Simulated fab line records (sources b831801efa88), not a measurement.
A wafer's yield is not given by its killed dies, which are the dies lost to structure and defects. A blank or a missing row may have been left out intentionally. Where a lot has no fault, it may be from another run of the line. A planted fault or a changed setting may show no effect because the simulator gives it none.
Which of the tools did it? :: flow gf180mcu :: 10 lots, 30 wafers sampled, at 6 steps of a route of 602

## WHAT THE GAUGES READ, wafer by wafer
GF_MIM_RS_MEAS_10: a four-point-probe measurement. Usual: MIM_ALCU_RS typically reads 0.1597 ohm/sq, with standard deviation 0.0019.
lot: L497
measured: day 25 01:37
on: film-metro-01
MIM_ALCU_RS (ohm/sq): 0.1591 0.1565 0.1611
flag: 

lot: L498
measured: day 25 02:00
on: film-metro-04
MIM_ALCU_RS (ohm/sq): 0.1612 0.1606 0.1604
flag: 

lot: L499
measured: day 25 11:59
on: film-metro-01
MIM_ALCU_RS (ohm/sq): 0.1609 0.1634 0.1616
flag: 

lot: L500
measured: day 25 22:19
on: film-metro-02
MIM_ALCU_RS (ohm/sq): 0.1590 0.1602 0.1584
flag: 

lot: L501
measured: day 26 04:48
on: film-metro-04
MIM_ALCU_RS (ohm/sq): 0.1596 0.1587 0.1581
flag: 

lot: L502
measured: day 26 17:58
on: film-metro-02
MIM_ALCU_RS (ohm/sq): 0.1596 0.1603 0.1598
flag: 

lot: L510
measured: day 29 00:47
on: film-metro-02
MIM_ALCU_RS (ohm/sq): 0.1589 0.1693 0.1592
flag: 

lot: L511
measured: day 29 06:59
on: film-metro-02
MIM_ALCU_RS (ohm/sq): 0.1686 0.1589 0.1563
flag: 

lot: L517
measured: day 30 23:44
on: film-metro-04
MIM_ALCU_RS (ohm/sq): 0.1619 0.1612 0.1632
flag: 

lot: L519
measured: day 31 13:40
on: film-metro-04
MIM_ALCU_RS (ohm/sq): 0.1594 0.1592 0.1609
flag: 

GF_MIM_THK_MEAS_11: measures by xrf. Usual: MIM_ALCU_THK typically reads 203.0 nm, with standard deviation 2.7.
lot: L497
measured: day 25 01:44
on: film-metro-01
MIM_ALCU_THK (nm): 203.2 206.7 203.5
flag: 

lot: L498
measured: day 25 02:07
on: film-metro-04
MIM_ALCU_THK (nm): 198.9 201.0 200.1
flag: 

lot: L499
measured: day 25 12:07
on: film-metro-01
MIM_ALCU_THK (nm): 199.8 199.1 202.4
flag: 

lot: L500
measured: day 25 22:25
on: film-metro-02
MIM_ALCU_THK (nm): 205.6 202.8 205.8
flag: 

lot: L501
measured: day 26 04:55
on: film-metro-04
MIM_ALCU_THK (nm): 201.7 204.8 204.2
flag: 

lot: L502
measured: day 26 18:05
on: film-metro-02
MIM_ALCU_THK (nm): 203.4 203.0 202.8
flag: 

lot: L510
measured: day 29 00:54
on: film-metro-02
MIM_ALCU_THK (nm): 205.3 194.5 205.4
flag: 

lot: L511
measured: day 29 07:07
on: film-metro-02
MIM_ALCU_THK (nm): 196.8 205.3 210.7
flag: 

lot: L517
measured: day 30 23:52
on: film-metro-04
MIM_ALCU_THK (nm): 199.9 199.8 198.4
flag: 

lot: L519
measured: day 31 13:46
on: film-metro-04
MIM_ALCU_THK (nm): 203.0 204.3 202.2
flag: 

## TOOL THAT RAN EACH LOT (tool first, then ch and the chambers of the sampled wafers, then the start)
lot: L497
GF_V4_SPUTTER_22: pvd-sputter-04, day 24 22:19
GF_MIM_SPUTTER_02: pvd-sputter-03, day 25 01:17
GF_MIM_SPUTTER_04: pvd-sputter-03, day 25 01:20
GF_MIM_SPUTTER_08: pvd-sputter-03, day 25 01:30

lot: L498
GF_V4_SPUTTER_22: pvd-sputter-02, day 25 00:30
GF_MIM_SPUTTER_02: pvd-sputter-02, day 25 01:43
GF_MIM_SPUTTER_04: pvd-sputter-02, day 25 01:46
GF_MIM_SPUTTER_08: pvd-sputter-03, day 25 01:57

lot: L499
GF_V4_SPUTTER_22: pvd-sputter-02, day 25 10:57
GF_MIM_SPUTTER_02: pvd-sputter-01, day 25 11:43
GF_MIM_SPUTTER_04: pvd-sputter-01, day 25 11:46
GF_MIM_SPUTTER_08: pvd-sputter-03, day 25 11:56

lot: L500
GF_V4_SPUTTER_22: pvd-sputter-04, day 25 21:14
GF_MIM_SPUTTER_02: pvd-sputter-03, day 25 22:01
GF_MIM_SPUTTER_04: pvd-sputter-03, day 25 22:04
GF_MIM_SPUTTER_08: pvd-sputter-01, day 25 22:14

lot: L501
GF_V4_SPUTTER_22: pvd-sputter-04, day 26 03:44
GF_MIM_SPUTTER_02: pvd-sputter-03, day 26 04:30
GF_MIM_SPUTTER_04: pvd-sputter-03, day 26 04:33
GF_MIM_SPUTTER_08: pvd-sputter-01, day 26 04:43

lot: L502
GF_V4_SPUTTER_22: pvd-sputter-03, day 26 16:55
GF_MIM_SPUTTER_02: pvd-sputter-03, day 26 17:41
GF_MIM_SPUTTER_04: pvd-sputter-03, day 26 17:44
GF_MIM_SPUTTER_08: pvd-sputter-01, day 26 17:55

lot: L510
GF_V4_SPUTTER_22: pvd-sputter-04, day 28 23:43
GF_MIM_SPUTTER_02: pvd-sputter-02, day 29 00:29
GF_MIM_SPUTTER_04: pvd-sputter-02, day 29 00:32
GF_MIM_SPUTTER_08: pvd-sputter-01, day 29 00:43

lot: L511
GF_V4_SPUTTER_22: pvd-sputter-03, day 29 05:56
GF_MIM_SPUTTER_02: pvd-sputter-02, day 29 06:42
GF_MIM_SPUTTER_04: pvd-sputter-02, day 29 06:45
GF_MIM_SPUTTER_08: pvd-sputter-01, day 29 06:56

lot: L517
GF_V4_SPUTTER_22: pvd-sputter-03, day 30 22:41
GF_MIM_SPUTTER_02: pvd-sputter-01, day 30 23:27
GF_MIM_SPUTTER_04: pvd-sputter-01, day 30 23:30
GF_MIM_SPUTTER_08: pvd-sputter-03, day 30 23:41

lot: L519
GF_V4_SPUTTER_22: pvd-sputter-03, day 31 12:35
GF_MIM_SPUTTER_02: pvd-sputter-01, day 31 13:21
GF_MIM_SPUTTER_04: pvd-sputter-01, day 31 13:24
GF_MIM_SPUTTER_08: pvd-sputter-03, day 31 13:35
- GF_V4_SPUTTER_22: material TiN, target thk 10 nm, time 40 s.
- GF_MIM_SPUTTER_02: material AlCu, target thk 450 nm, time 23.9 s.
- GF_MIM_SPUTTER_04: material TiN, target thk 50 nm, time 41.7 s.
- GF_MIM_SPUTTER_08: material AlCu, target thk 200 nm, time 10.6 s.

## WHAT THE TOOLS THEMSELVES READ (means of the sampled wafers that have a number; where no wafer has one, the mark that the record gives instead)
GF_V4_SPUTTER_22. Usual: chamber-pressure-pa 5.001 Pa, standard deviation 0.01; throttle-valve-pct 30.4 %, standard deviation 1.6.
lot: L497
tool: pvd-sputter-04
chamber-pressure-pa (Pa): 5.010
throttle-valve-pct (%): 29.9
flag: 

lot: L498
tool: pvd-sputter-02
chamber-pressure-pa (Pa): 5.018
throttle-valve-pct (%): 30.9
flag: 

lot: L499
tool: pvd-sputter-02
chamber-pressure-pa (Pa): 4.995
throttle-valve-pct (%): 31.1
flag: 

lot: L500
tool: pvd-sputter-04
chamber-pressure-pa (Pa): 5.004
throttle-valve-pct (%): 30.1
flag: 

lot: L501
tool: pvd-sputter-04
chamber-pressure-pa (Pa): 5.005
throttle-valve-pct (%): 31.2
flag: 

lot: L502
tool: pvd-sputter-03
chamber-pressure-pa (Pa): 4.997
throttle-valve-pct (%): 29.8
flag: 

lot: L510
tool: pvd-sputter-04
chamber-pressure-pa (Pa): 4.998
throttle-valve-pct (%): 29.1
flag: 

lot: L511
tool: pvd-sputter-03
chamber-pressure-pa (Pa): 4.998
throttle-valve-pct (%): 29.8
flag: 

lot: L517
tool: pvd-sputter-03
chamber-pressure-pa (Pa): 5.009
throttle-valve-pct (%): 29.6
flag: 

lot: L519
tool: pvd-sputter-03
chamber-pressure-pa (Pa): 5.007
throttle-valve-pct (%): 29.8
flag: 

GF_MIM_SPUTTER_02. Usual: chamber-pressure-pa 0.4001 Pa, standard deviation 0.00077; throttle-valve-pct 30.1 %, standard deviation 1.5.
lot: L497
tool: pvd-sputter-03
chamber-pressure-pa (Pa): 0.3996
throttle-valve-pct (%): 31.1
flag: 

lot: L498
tool: pvd-sputter-02
chamber-pressure-pa (Pa): 0.4005
throttle-valve-pct (%): 30.1
flag: 

lot: L499
tool: pvd-sputter-01
chamber-pressure-pa (Pa): 0.4001
throttle-valve-pct (%): 29.7
flag: 

lot: L500
tool: pvd-sputter-03
chamber-pressure-pa (Pa): 0.3999
throttle-valve-pct (%): 30.3
flag: 

lot: L501
tool: pvd-sputter-03
chamber-pressure-pa (Pa): 0.4000
throttle-valve-pct (%): 30.3
flag: 

lot: L502
tool: pvd-sputter-03
chamber-pressure-pa (Pa): 0.4006
throttle-valve-pct (%): 29.5
flag: 

lot: L510
tool: pvd-sputter-02
chamber-pressure-pa (Pa): 0.3998
throttle-valve-pct (%): 30.0
flag: 

lot: L511
tool: pvd-sputter-02
chamber-pressure-pa (Pa): 0.4005
throttle-valve-pct (%): 30.6
flag: 

lot: L517
tool: pvd-sputter-01
chamber-pressure-pa (Pa): 0.3995
throttle-valve-pct (%): 29.1
flag: 

lot: L519
tool: pvd-sputter-01
chamber-pressure-pa (Pa): 0.4002
throttle-valve-pct (%): 29.8
flag: 

GF_MIM_SPUTTER_04. Usual: chamber-pressure-pa 0.4001 Pa, standard deviation 0.00085; throttle-valve-pct 30.1 %, standard deviation 1.5.
lot: L497
tool: pvd-sputter-03
chamber-pressure-pa (Pa): 0.3996
throttle-valve-pct (%): 31.1
flag: 

lot: L498
tool: pvd-sputter-02
chamber-pressure-pa (Pa): 0.3998
throttle-valve-pct (%): 30.1
flag: 

lot: L499
tool: pvd-sputter-01
chamber-pressure-pa (Pa): 0.3996
throttle-valve-pct (%): 29.6
flag: 

lot: L500
tool: pvd-sputter-03
chamber-pressure-pa (Pa): 0.3990
throttle-valve-pct (%): 30.4
flag: 

lot: L501
tool: pvd-sputter-03
chamber-pressure-pa (Pa): 0.3998
throttle-valve-pct (%): 30.1
flag: 

lot: L502
tool: pvd-sputter-03
chamber-pressure-pa (Pa): 0.4008
throttle-valve-pct (%): 29.3
flag: 

lot: L510
tool: pvd-sputter-02
chamber-pressure-pa (Pa): 0.3993
throttle-valve-pct (%): 30.3
flag: 

lot: L511
tool: pvd-sputter-02
chamber-pressure-pa (Pa): 0.3993
throttle-valve-pct (%): 30.5
flag: 

lot: L517
tool: pvd-sputter-01
chamber-pressure-pa (Pa): 0.4002
throttle-valve-pct (%): 28.9
flag: 

lot: L519
tool: pvd-sputter-01
chamber-pressure-pa (Pa): 0.3994
throttle-valve-pct (%): 29.7
flag: 

GF_MIM_SPUTTER_08. Usual: chamber-pressure-pa 0.3999 Pa, standard deviation 0.00069; throttle-valve-pct 30.0 %, standard deviation 1.5.
lot: L497
tool: pvd-sputter-03
chamber-pressure-pa (Pa): 0.3995
throttle-valve-pct (%): 32.5
flag: 

lot: L498
tool: pvd-sputter-03
chamber-pressure-pa (Pa): 0.3999
throttle-valve-pct (%): 29.1
flag: 

lot: L499
tool: pvd-sputter-03
chamber-pressure-pa (Pa): 0.3999
throttle-valve-pct (%): 30.3
flag: 

lot: L500
tool: pvd-sputter-01
chamber-pressure-pa (Pa): 0.4000
throttle-valve-pct (%): 29.8
flag: 

lot: L501
tool: pvd-sputter-01
chamber-pressure-pa (Pa): 0.4004
throttle-valve-pct (%): 29.6
flag: 

lot: L502
tool: pvd-sputter-01
chamber-pressure-pa (Pa): 0.4001
throttle-valve-pct (%): 29.6
flag: 

lot: L510
tool: pvd-sputter-01
chamber-pressure-pa (Pa): 0.4383
throttle-valve-pct (%): 27.5
flag: OFF

lot: L511
tool: pvd-sputter-01
chamber-pressure-pa (Pa): 0.4391
throttle-valve-pct (%): 28.1
flag: OFF

lot: L517
tool: pvd-sputter-03
chamber-pressure-pa (Pa): 0.3986
throttle-valve-pct (%): 31.6
flag: 

lot: L519
tool: pvd-sputter-03
chamber-pressure-pa (Pa): 0.3997
throttle-valve-pct (%): 31.6
flag: 

## THE ANSWER, worked out from the rows above alone
Rule: lot off if the mean of its wafers having a number is beyond 3 standard deviations from the usual mean. A lot without any number at a reading at which 4 lots or more have one is off too. The other lots that the step has rows for count as sound. The gauges are gone through in route order, then the tools' own readings, and for those a lot's mean is taken as printed above. At the first step where some lot is off, the reading lying furthest off is the one used; lots without a number count as furthest.
Off: L510, L511, at GF_MIM_SPUTTER_08 (chamber-pressure-pa).
If a tool, at that step or one of the process steps before it, ran each lot that is off and ran no sound lot following the first of them, it fits. This does not decide it: 2 tools fit, namely pvd-sputter-02 at GF_MIM_SPUTTER_02 and GF_MIM_SPUTTER_04 and pvd-sputter-01 at GF_MIM_SPUTTER_08.

## WHAT THE SIMULATOR HAD INSERTED
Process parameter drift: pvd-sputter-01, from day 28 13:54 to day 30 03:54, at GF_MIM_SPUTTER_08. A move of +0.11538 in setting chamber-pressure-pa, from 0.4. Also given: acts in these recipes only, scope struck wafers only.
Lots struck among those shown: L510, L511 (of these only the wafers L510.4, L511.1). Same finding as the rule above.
